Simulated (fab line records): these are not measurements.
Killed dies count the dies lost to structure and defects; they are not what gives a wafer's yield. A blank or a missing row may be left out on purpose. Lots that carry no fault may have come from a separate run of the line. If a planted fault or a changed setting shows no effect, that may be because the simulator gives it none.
Which tool did it? + flow gf180mcu + at 1 step of a route of 602, 6 lots with 18 wafers sampled

== WHAT EACH GAUGE READ, for each wafer ==
GF_V5_RS_MEAS_24: uses a four-point probe to measure.
| lot  | measured     | on            | V5_W_RS (ohm/sq)     |
|------|--------------|---------------|----------------------|
| L711 | day 28 14:40 | film metro-04 | 0.3310 0.3352 0.3320 |
| L713 | day 29 05:29 | film metro-02 | 0.3282 0.3280 0.3314 |
| L715 | day 29 22:57 | film metro-02 | 0.3274 0.3232 0.3308 |
| L723 | day 32 00:31 | film metro-04 | 0.3224 0.3285 0.3321 |
| L727 | day 32 21:00 | film metro-04 | 0.3277 0.3294 0.3292 |
| L729 | day 33 10:19 | film metro-02 | 0.3294 0.3326 0.3297 |

== WHICH TOOL RAN EACH LOT (tool, then ch and the chambers of the sampled wafers, then the start) ==
The record shows no process step preceding these readings.

== THE ANSWER, worked out from the rows above alone ==
Rule: the lots themselves supply what counts as usual. The widest of any qualifying gaps counts: lots, ordered by their means at a reading, are off when they make up no more than a third of the lots, leave a main group of 4 or more, and stand apart from it by 3 or more times the standard deviation of that group's means. A main group is skipped when, at the precision printed for the reading in the tables above, its means are all equal. A lot without any number at a reading at which 4 lots or more have one is off too. The other lots that the step has rows for count as sound.
None of the lots is off at any reading shown; this tells nothing.

== WHAT HAD BEEN PUT IN BY THE SIMULATOR ==
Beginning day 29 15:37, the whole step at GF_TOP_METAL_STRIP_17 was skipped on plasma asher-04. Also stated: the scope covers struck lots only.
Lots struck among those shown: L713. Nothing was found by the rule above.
